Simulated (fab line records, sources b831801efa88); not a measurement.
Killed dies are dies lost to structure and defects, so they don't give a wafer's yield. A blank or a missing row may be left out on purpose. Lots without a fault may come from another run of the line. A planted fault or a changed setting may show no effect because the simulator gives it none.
fab line records | flow sky130
record lots=7 wafers=21 last_day=50
route steps=708 shown VIA2@521 METAL3@532 PAD_OPEN@708
lots that met no fault: from a run of the same line without faults
start_h: hours from the record's first day to the start of the lot's first wafer shown | wait_h: hours since the lot's step before | " the same as in the row above | L1.1+2: a row that stands for several wafers | - no value, or no start given | * or withheld: withheld | < > ~ a bound
route shown NAME@n: a module of which the file shows steps, and the number in the route of the first | usual: mean/standard deviation of fault-free wafers | same: alike in all rows | chamber/n: place in a boat | sites: the reading at each site | _std_site: their standard deviation | _edge_site: outer sites' mean less inner sites' | radius_mm: how far each site lies from the wafer's centre | mask NAME#n: copy n | behind: the tool/chamber that last shaped the wafer | hold: why the lot was held/for how many hours/how that ended | device: the transistor (n, p or np) that didn't switch | end of line: the same wafers' tests at the end of the route | a step without rows: its recipe alone | killed: dies lost to structure and defects at the first sort, not the wafer's yield | map: a wafer's dies, x killed, . not, _ none there
set.NAME: the setting as run; set.NAME@STEP: as run at that earlier step | model.NAME: the simulator's own value behind a step, which no gauge read
lots at some steps of the route; a table a step, a row a wafer
services: from which hour (start_h, from the record's first day; less than 0 if before it) a tool's chamber was out of use, for how many hours, and why
## steps
# step SKY_VIA2_ETCH_14
# recipe chemistry=N2/H2 target=BARC ion_energy_ev=200 source_w=500 bias_w=100 pressure_mtorr=30 n2_flow_sccm=100 h2_flow_sccm=200 stop_on=SiO2 time_s=45.9 target_depth_a=600
# usual drypump_motor_current_A=5.8/0.5 oes_product_au=0.855/0.0046 throttle_valve_pct=13.224/0.0089
# columns lot.wafer tool chamber start_h wait_h drypump_motor_current_A oes_product_au rf_hours_counter_h throttle_valve_pct
L108.1 rie_diel-01 1 904.89 0.0 5.6 0.861 26 13.212
L108.2 " 3 " " 5.3 0.854 8 13.230
L108.4 " 2 " " 5.9 0.865 21 13.218
L110.1 rie_diel-01 3 907.79 0.0 5.2 0.849 8 13.224
L110.2 " 1 " " 5.6 0.853 26 13.230
L110.4 " 2 " " 5.8 0.858 21 13.213
L114.2 rie_diel-03 0 933.77 0.0 6.5 0.858 14 13.213
L114.3 " 3 " " 6.6 0.849 5 13.223
L114.4 " 2 " " 5.5 0.857 20 13.238
L115.2 rie_diel-03 3 950.34 0.0 6.7 0.853 6 13.232
L115.4 " 0 " " 6.6 0.852 - 13.230
L115.5 " 3 " " 6.7 0.863 - 13.219
L116.1 rie_diel-04 2 951.29 0.0 6.4 0.854 16 13.210
L116.2 " 0 " " 5.0 0.854 11 13.207
L116.4 " 1 " " 6.3 0.849 16 13.239
L119.2 rie_diel-01 3 972.34 0.0 5.3 0.852 10 13.221
L119.4 " 1 " " 5.6 0.856 28 13.230
L119.5 " 2 " " 5.9 0.856 - 13.223
L125.2 rie_diel-01 1 1018.53 0.0 5.6 0.857 30 13.222
L125.4 " 3 " " 5.2 0.863 12 13.207
L125.6 " 1 " " 5.6 0.854 - 13.217
# step SKY_VIA2_ETCH_15
# recipe target=SiO2 chemistry=C4F8/O2/Ar target_depth_nm=546 stop_on=TiN mask_material=KrF-thick source_w=1500 bias_w=1200 pressure_mtorr=40 c4f8_flow_sccm=withheld O2_flow_sccm=6 Ar_flow_sccm=300 time_s=84
# usual oes_product_au=0.939/0.0049
# columns lot.wafer tool chamber start_h wait_h oes_product_au
L108.1 rie_diel-01 1 904.94 0.0 0.943
L108.2 " 3 " " 0.933
L108.4 " 2 " " 0.935
L110.1 rie_diel-01 3 907.84 0.0 0.935
L110.2 " 1 " " 0.938
L110.4 " 2 " " 0.937
L114.2 rie_diel-03 0 933.82 0.0 0.939
L114.3 " 3 " " 0.938
L114.4 " 2 " " 0.934
L115.2 rie_diel-03 3 950.39 0.0 0.937
L115.4 " 0 " " 0.936
L115.5 " 3 " " 0.948
L116.1 rie_diel-04 2 951.34 0.0 0.952
L116.2 " 0 " " 0.937
L116.4 " 1 " " 0.930
L119.2 rie_diel-01 3 972.39 0.0 0.937
L119.4 " 1 " " 0.939
L119.5 " 2 " " 0.931
L125.2 rie_diel-01 1 1018.57 0.0 0.933
L125.4 " 3 " " 0.935
L125.6 " 1 " " 0.929
# step SKY_VIA2_STRIP_16
# recipe chemistry=O2/N2 power_w=1400 pressure_mtorr=1500 platen_temp_c=withheld o2_flow_sccm=3000 n2_flow_sccm=300 overash_fraction=0.5
# usual drypump_motor_current_A=5.7/0.31 oes_product_au=0.399/0.0049 strip_time_to_endpoint_s=4.062/0.028
# same overash_fraction=0.5
# columns lot.wafer tool chamber start_h wait_h drypump_motor_current_A oes_product_au rf_hours_counter_h strip_time_to_endpoint_s
L108.1 plasma_asher-04 1 905.00 0.0 5.7 0.399 110 4.070
L108.2 " 0 " " 5.2 0.406 110 4.014
L108.4 " 0 " " 5.2 0.396 - 4.079
L110.1 plasma_asher-01 1 907.90 0.0 6.1 0.393 74 4.015
L110.2 " 0 " " 5.7 0.402 74 4.067
L110.4 " 0 " " 5.7 0.405 - 4.079
L114.2 plasma_asher-01 1 933.88 0.0 6.1 0.409 77 4.098
L114.3 " 1 " " 6.1 0.399 - 4.031
L114.4 " 0 " " 5.7 0.404 - 4.037
L115.2 plasma_asher-01 1 950.45 0.0 6.1 0.405 79 4.067
L115.4 " 0 " " 5.7 0.399 - 4.100
L115.5 " 1 " " 6.1 0.402 - 4.061
L116.1 plasma_asher-04 1 951.40 0.0 5.7 0.387 114 4.053
L116.2 " 0 " " 5.2 0.402 114 4.021
L116.4 " 1 " " 5.7 0.397 - 4.042
L119.2 plasma_asher-01 1 972.45 0.0 6.1 0.393 81 4.035
L119.4 " 1 " " 6.1 0.404 - 4.083
L119.5 " 1 " " 6.1 0.395 - 4.047
L125.2 plasma_asher-03 1 1018.63 0.0 5.7 0.396 56 4.093
L125.4 " 1 " " 5.7 0.399 - 4.030
L125.6 " 0 " " 5.2 0.405 - 4.077
# step SKY_VIA2_STRIP_17
# recipe chemistry=post_etch_residue_remover time_s=1200 temp_c=72.5
# step SKY_VIA2_CLEAN_18
# recipe chemistry=IPA time_s=180 temp_c=25
# step SKY_VIA2_CLEAN_19
# recipe chemistry=O3/DIW dry=n2_spin
# step SKY_VIA2_SPUTTER_20
# recipe material=TiN target_thk_nm=20 chamber_pressure_pa=5 power_w=4000 time_s=80
# step SKY_VIA2_CVD_21
# recipe material=W target_thk_nm=420 time_s=126.4 temp_c=400 pressure_torr=40
# step SKY_VIA2_RS_MEAS_22
# recipe thk_meas_gauge=four-point-probe reads=W_of_VIA2_CVD_21+TiN_of_VIA2_SPUTTER_20
# usual VIA2_W_RS=0.274/0.0032
# columns lot.wafer tool chamber start_h wait_h VIA2_W_RS[ohm/sq]
L108.1 film_metro-01 - 906.12 0.1 0.272
L108.2 " - " " 0.271
L108.4 " - " " 0.272
L110.1 film_metro-02 - 909.03 0.1 0.274
L110.2 " - " " 0.274
L110.4 " - " " 0.272
L114.2 film_metro-02 - 934.68 0.1 0.274
L114.3 " - " " 0.274
L114.4 " - " " 0.280
L115.2 film_metro-01 - 951.29 0.1 0.271
L115.4 " - " " 0.274
L115.5 " - " " 0.275
L116.1 film_metro-01 - 952.19 0.1 0.271
L116.2 " - " " 0.271
L116.4 " - " " 0.273
L119.2 film_metro-03 - 973.25 0.1 0.271
L119.4 " - " " 0.271
L119.5 " - " " 0.267
L125.2 film_metro-01 - 1019.43 0.1 0.273
L125.4 " - " " 0.276
L125.6 " - " " 0.272
# step SKY_VIA2_THK_MEAS_23
# recipe thk_meas_gauge=xrf reads=W_of_VIA2_CVD_21
# usual VIA2_W_THK=435/6.6
# columns lot.wafer tool chamber start_h wait_h VIA2_W_THK[nm]
L108.1 film_metro-01 - 906.24 0.1 432
L108.2 " - " " 434
L108.4 " - " " 431
L110.1 film_metro-02 - 909.15 0.1 441
L110.2 " - " " 443
L110.4 " - " " 446
L114.2 film_metro-02 - 934.79 0.1 434
L114.3 " - " " 437
L114.4 " - " " 427
L115.2 film_metro-01 - 951.40 0.1 440
L115.4 " - " " 430
L115.5 " - " " 429
L116.1 film_metro-01 - 952.31 0.1 436
L116.2 " - " " 440
L116.4 " - " " 434
L119.2 film_metro-03 - 973.36 0.1 446
L119.4 " - " " 447
L119.5 " - " " 451
L125.2 film_metro-01 - 1019.54 0.1 441
L125.4 " - " " 434
L125.6 " - " " 438
# step SKY_VIA2_CMP_24
# recipe stop_on=SiO2 t_overpolish_s=20 down_force_psi=3.5 platen_rpm=60 target_thk_nm=0 pad_velocity_m_s=0.94248
# usual motor_current_A=11.7/1 overpolish_run_s=19.999/0.0088 time_to_endpoint_s=98/3.3
# columns lot.wafer tool chamber start_h wait_h motor_current_A overpolish_run_s time_to_endpoint_s
L108.2 cmp-02 3 906.30 0.0 11.9 19.995 93
L108.1 " 0 " " 12.7 20.005 94
L108.4 " 2 " " 10.7 20.006 95
L110.4 cmp-01 0 909.21 0.0 13.9 20.004 99
L110.1 " 1 " " 11.7 20.021 95
L110.2 " 3 " " 9.9 20.016 99
L114.3 cmp-02 0 934.84 0.0 12.8 19.991 98
L114.4 " 1 " " 10.1 20.007 96
L114.2 " 2 " " 10.8 19.999 95
L115.4 cmp-01 0 951.50 0.1 13.1 19.993 98
L115.2 " 2 " " 12.0 19.999 98
L115.5 " 3 " " 10.5 19.990 96
L116.4 cmp-01 0 952.37 0.0 13.3 19.994 101
L116.1 " 1 " " 11.9 19.984 99
L116.2 " 3 " " 10.8 19.993 96
L119.2 cmp-01 1 973.51 0.1 11.4 20.005 98
L119.4 " 2 " " 11.7 20.003 100
L119.5 " 3 " " 10.2 19.996 100
L125.2 cmp-01 0 1019.64 0.1 13.5 19.997 106
L125.4 " 1 " " 11.8 19.995 95
L125.6 " 3 " " 10.8 20.017 101
# step SKY_METAL3_SPUTTER_00
# recipe material=Ti target_thk_nm=15 power_w=3000 time_s=10 chamber_pressure_pa=0.4
# step SKY_METAL3_SPUTTER_01
# recipe material=TiN target_thk_nm=20 power_w=6500 time_s=16.7 chamber_pressure_pa=0.4
# usual cathode_dc_power_W=6500.2/1.3 chamber_pressure_pa=0.3998/0.00082 throttle_valve_pct=30.5/1.4
# columns lot.wafer tool chamber start_h wait_h cathode_dc_power_W chamber_pressure_pa throttle_valve_pct model.TiN_of_METAL3_SPUTTER_01.thk_nm
L108.1 pvd_sputter-04 - 906.63 0.0 6500.7 0.3984 30.3 20.05
L108.2 " - " " 6498.4 0.3991 31.5 20.09
L108.4 " - " " 6497.4 0.4000 27.6 20.26
L110.1 pvd_sputter-02 - 909.53 0.0 6499.1 0.3986 28.7 19.8
L110.2 " - " " 6501.8 0.4011 30.6 20.11
L110.4 " - " " 6498.1 0.3988 28.4 19.51
L114.2 pvd_sputter-02 - 935.17 0.0 6499.6 0.3995 30.5 21.34
L114.3 " - " " 6500.7 0.3997 29.6 21.1
L114.4 " - " " 6498.9 0.4002 28.3 21.01
L115.2 pvd_sputter-01 - 951.77 0.0 6499.6 0.4010 29.9 20.11
L115.4 " - " " 6499.6 0.3997 31.7 20.31
L115.5 " - " " 6498.9 0.4002 29.9 20.09
L116.1 pvd_sputter-02 - 952.69 0.0 6501.7 0.3992 29.3 21.51
L116.2 " - " " 6500.5 0.3997 28.4 21.01
L116.4 " - " " 6499.2 0.3998 28.7 21.42
L119.2 pvd_sputter-02 - 973.73 0.0 6501.4 0.3995 28.4 21.07
L119.4 " - " " 6498.5 0.3991 28.6 20.91
L119.5 " - " " 6503.0 0.3990 30.2 21.77
L125.2 pvd_sputter-01 - 1019.92 0.0 6502.1 0.3991 29.6 20.34
L125.4 " - " " 6500.3 0.4009 32.0 20.16
L125.6 " - " " 6499.9 0.3995 32.5 20.09
# step SKY_METAL3_SPUTTER_02
# recipe material=AlCu target_thk_nm=735 power_w=10600 time_s=37.31 chamber_pressure_pa=0.4
# usual cathode_dc_power_W=10600/2 chamber_pressure_pa=0.3999/0.00083 throttle_valve_pct=30.5/1.4
# columns lot.wafer tool chamber start_h wait_h cathode_dc_power_W chamber_pressure_pa throttle_valve_pct
L108.1 pvd_sputter-04 - 906.65 0.0 10599 0.3997 30.1
L108.2 " - " " 10597 0.4008 31.7
L108.4 " - " " 10602 0.3997 27.6
L110.1 pvd_sputter-02 - 909.56 0.0 10599 0.4010 28.1
L110.2 " - " " 10600 0.3998 30.4
L110.4 " - " " 10599 0.4003 28.5
L114.2 pvd_sputter-02 - 935.19 0.0 10602 0.4008 30.5
L114.3 " - " " 10598 0.4014 29.3
L114.4 " - " " 10599 0.4005 28.5
L115.2 pvd_sputter-01 - 951.80 0.0 10599 0.3987 30.2
L115.4 " - " " 10600 0.4001 31.6
L115.5 " - " " 10600 0.3992 30.1
L116.1 pvd_sputter-02 - 952.72 0.0 10602 0.3998 29.5
L116.2 " - " " 10601 0.4002 28.4
L116.4 " - " " 10599 0.3993 28.3
L119.2 pvd_sputter-02 - 973.76 0.0 10602 0.4012 28.6
L119.4 " - " " 10597 0.4008 28.6
L119.5 " - " " 10601 0.4014 30.3
L125.2 pvd_sputter-01 - 1019.94 0.0 10597 0.4005 29.8
L125.4 " - " " 10602 0.4007 31.8
L125.6 " - " " 10603 0.4006 32.2
# step SKY_PAD_OPEN_PROBE_99
# usual defect_limited_yield=82.2/1.9 killed_at_M0_to_M3=43/6.3 killed_at_M4_up=3.3/1.7 killed_at_contacts=24/5.4 killed_at_front_end=16/4.6 killed_at_other=0.4/0.7 killed_dies=87/9.4 killed_on_rim=17/3.9 killed_open=47/6.9 killed_short=39/6.1 sort_bin_3_pad_short=0.9/0.45 sort_bin_5_function=10.6/1.5 sort_bin_6_memory=6.3/1.2 sort_n_pass=405/9.4 sort_yield_pct=82.2/1.9
# same gross_dies=492 killed_at_back_side=0 sort_bin_4_leakage[%]=0 sort_bin_8_speed[%]=0
# columns lot.wafer tool chamber start_h wait_h defect_limited_yield[%] killed_at_M0_to_M3 killed_at_M4_up killed_at_contacts killed_at_front_end killed_at_other killed_dies killed_on_rim killed_open killed_short sort_bin_3_pad_short[%] sort_bin_5_function[%] sort_bin_6_memory[%] sort_n_pass sort_yield_pct[%]
L108.1 prober-01 - 1119.46 0.1 81.3 40 4 29 16 3 92 17 49 41 1.0 10.2 7.5 400 81.3
L108.2 prober-01 - 1119.51 0.1 82.7 38 1 20 24 2 85 14 42 42 0.4 9.8 7.1 407 82.7
L108.4 prober-01 - 1119.61 0.2 82.9 46 2 20 15 1 84 16 48 36 0.4 10.2 6.5 408 82.9
L110.1 prober-02 - 1123.95 0.1 81.9 49 5 20 15 0 89 16 43 45 1.6 11.2 5.3 403 81.9
L110.2 prober-02 - 1124.00 0.1 82.3 42 6 21 18 0 87 21 47 38 1.8 10.6 5.3 405 82.3
L110.4 prober-02 - 1124.10 0.2 82.1 39 3 25 20 1 88 14 59 29 0.2 10.6 7.1 404 82.1
L114.2 prober-01 - 1144.33 0.1 81.1 39 3 25 26 0 93 19 57 36 0.2 11.0 7.7 399 81.1
L114.3 prober-01 - 1144.38 0.2 83.9 56 3 11 9 0 79 11 41 38 0.6 8.7 6.7 413 83.9
L114.4 prober-01 - 1144.43 0.2 80.1 49 3 21 24 1 98 10 56 42 0.6 12.6 6.7 394 80.1
L115.2 prober-02 - 1156.90 0.1 81.7 43 4 26 16 1 90 18 40 46 1.2 11.8 5.3 402 81.7
L115.4 prober-02 - 1157.00 0.2 80.1 40 4 36 18 0 98 14 56 41 1.6 10.6 7.7 394 80.1
L115.5 prober-02 - 1157.05 0.2 80.9 45 4 32 13 0 94 19 56 36 0.2 10.2 8.7 398 80.9
L125.2 prober-01 - 1204.03 0.1 84.8 49 2 18 6 0 75 7 43 32 0.6 8.1 6.5 417 84.8
L125.4 prober-01 - 1204.13 0.2 82.9 31 2 27 24 0 84 13 38 46 1.6 9.8 5.7 408 82.9
L125.6 prober-01 - 1204.23 0.2 83.3 37 5 27 13 0 82 20 42 39 1.4 9.3 5.9 410 83.3
# killed by level:class
L108.1 CONTACT:geometric_particle:open=11 VIA1:geometric_particle:open=8 FIELD_ISO:geometric_particle:open=7 LI_CONTACT:geometric_particle:open=7 LOCAL_INTERCONNECT:geometric_particle:short=7 METAL2:geometric_particle:short=7 VIA3:geometric_particle:open=7 METAL1:geometric_particle:short=5
L108.2 VIA1:geometric_particle:open=9 FIELD_ISO:geometric_particle:short=6 VIA3:geometric_particle:open=6 VIA2:geometric_particle:open=6 VIA2:geometric_particle:short=5 LI_CONTACT:geometric_particle:open=5 CONTACT:geometric_particle:open=5 SPACER:geometric_particle:short=4
L108.4 VIA1:geometric_particle:open=13 LI_CONTACT:geometric_particle:open=9 METAL2:geometric_particle:short=8 VIA3:geometric_particle:open=7 VIA1:geometric_particle:short=6 FIELD_ISO:geometric_particle:short=5 LI_CONTACT:geometric_particle:short=4 CONTACT:geometric_particle:open=4
L110.1 VIA1:geometric_particle:open=12 METAL1:geometric_particle:short=8 CONTACT:geometric_particle:open=7 VIA3:geometric_particle:open=7 VIA1:geometric_particle:short=6 LI_CONTACT:geometric_particle:open=5 METAL2:geometric_particle:short=5 FIELD_ISO:geometric_particle:open=4
L110.2 VIA2:geometric_particle:open=11 CONTACT:geometric_particle:open=9 VIA1:geometric_particle:short=7 VIA1:geometric_particle:open=7 FIELD_ISO:geometric_particle:open=6 METAL1:geometric_particle:short=6 FIELD_ISO:geometric_particle:short=5 LI_CONTACT:geometric_particle:open=5
L110.4 LI_CONTACT:geometric_particle:open=10 CONTACT:geometric_particle:open=9 VIA3:geometric_particle:open=9 VIA1:geometric_particle:open=9 VIA2:geometric_particle:open=8 FIELD_ISO:geometric_particle:open=6 FIELD_ISO:geometric_particle:short=5 CONTACT:geometric_particle:short=4
L114.2 VIA1:geometric_particle:open=12 CONTACT:geometric_particle:open=11 FIELD_ISO:geometric_particle:open=7 POLY_GATE:geometric_particle:open=7 POLY_GATE:geometric_particle:short=6 METAL1:geometric_particle:short=6 LI_CONTACT:geometric_particle:open=6 VIA3:geometric_particle:open=5
L114.3 VIA1:geometric_particle:open=15 METAL1:geometric_particle:short=9 VIA1:geometric_particle:short=6 VIA3:geometric_particle:open=6 VIA2:geometric_particle:open=5 FIELD_ISO:geometric_particle:open=4 CONTACT:geometric_particle:open=4 VIA2:geometric_particle:short=4
L114.4 VIA1:geometric_particle:open=16 CONTACT:geometric_particle:open=10 POLY_GATE:geometric_particle:open=7 VIA1:geometric_particle:short=7 POLY_GATE:geometric_particle:short=6 VIA3:geometric_particle:open=6 METAL1:geometric_particle:short=5 FIELD_ISO:geometric_particle:open=4
L115.2 CONTACT:geometric_particle:open=9 VIA1:geometric_particle:open=9 METAL1:geometric_particle:short=7 LI_CONTACT:geometric_particle:open=6 CONTACT:geometric_particle:short=5 VIA3:geometric_particle:open=5 VIA1:geometric_particle:short=5 METAL2:geometric_particle:short=5
L115.4 LI_CONTACT:geometric_particle:open=15 CONTACT:geometric_particle:open=10 VIA1:geometric_particle:open=10 CONTACT:geometric_particle:short=7 METAL1:geometric_particle:short=5 VIA1:geometric_particle:short=5 METAL3:geometric_particle:short=5 VIA3:geometric_particle:open=5
L115.5 CONTACT:geometric_particle:open=13 VIA3:geometric_particle:open=11 VIA1:geometric_particle:open=10 METAL2:geometric_particle:short=7 LI_CONTACT:geometric_particle:open=7 VIA2:geometric_particle:open=6 LOCAL_INTERCONNECT:geometric_particle:short=5 METAL3:geometric_particle:short=5
L125.2 VIA1:geometric_particle:open=10 CONTACT:geometric_particle:open=8 VIA3:geometric_particle:open=8 METAL1:geometric_particle:short=8 METAL2:geometric_particle:short=7 METAL2:geometric_particle:open=5 VIA2:geometric_particle:open=5 LI_CONTACT:geometric_particle:open=4
L125.4 VIA3:geometric_particle:open=9 FIELD_ISO:geometric_particle:open=8 LI_CONTACT:geometric_particle:open=7 FIELD_ISO:geometric_particle:short=6 LOCAL_INTERCONNECT:geometric_particle:short=6 CONTACT:geometric_particle:short=6 POLY_GATE:geometric_particle:short=5 CONTACT:geometric_particle:open=5
L125.6 LI_CONTACT:geometric_particle:open=11 VIA3:geometric_particle:open=9 CONTACT:geometric_particle:open=7 CONTACT:geometric_particle:short=5 METAL1:geometric_particle:short=5 METAL2:geometric_particle:short=5 VIA2:geometric_particle:open=5 POLY_GATE:geometric_particle:short=4
## services
# columns tool chamber start_h hours kind
pvd_sputter-02 2 883.49 - consumable_replace:kit
pvd_sputter-02 2 883.49 18.0 scheduled_down
rie_diel-01 3 895.26 4.2 repair
plasma_asher-01 - 901.95 2.3 repair
cmp-01 - 904.95 2.4 repair
cmp-01 - 912.00 4.0 pm
rie_diel-04 0 917.22 4.2 repair
cmp-01 - 932.72 3.7 repair
rie_diel-01 - 936.06 0.4 repair
cmp-02 - 941.84 3.0 repair
rie_diel-03 1 945.25 7.9 repair
cmp-02 - 950.30 9.6 repair
rie_diel-01 1 958.56 2.4 repair
rie_diel-04 - 969.63 2.8 pm
rie_diel-04 2 972.43 2.5 repair
cmp-01 - 979.45 0.2 repair
cmp-01 - 980.92 1.7 repair
cmp-01 - 982.61 6.2 pm
rie_diel-04 3 986.15 2.4 repair
plasma_asher-03 - 1003.20 2.1 repair
pvd_sputter-01 - 1003.49 7.4 repair
rie_diel-03 1 1007.15 3.2 repair
pvd_sputter-01 - 1011.39 7.3 repair
rie_diel-03 0 1016.72 8.5 repair
## key
first_sign none at tools or gauges
model_effect step=SKY_METAL3_SPUTTER_01 value=TiN_of_METAL3_SPUTTER_01.thk_nm without=20.05 struck=21.24
met_at SKY_METAL3_SPUTTER_01
struck_wafers L114.2,L114.3,L114.4,L116.1,L116.2,L116.4,L119.2,L119.4,L119.5
onset_between 909.53 935.17
fault kind=process_parameter_drift tool=pvd_sputter-02 chamber=- onset_h=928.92 steps=SKY_METAL3_SPUTTER_01 channel=time_s offset=* shape=step end_h=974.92 acts_in=* stated=*
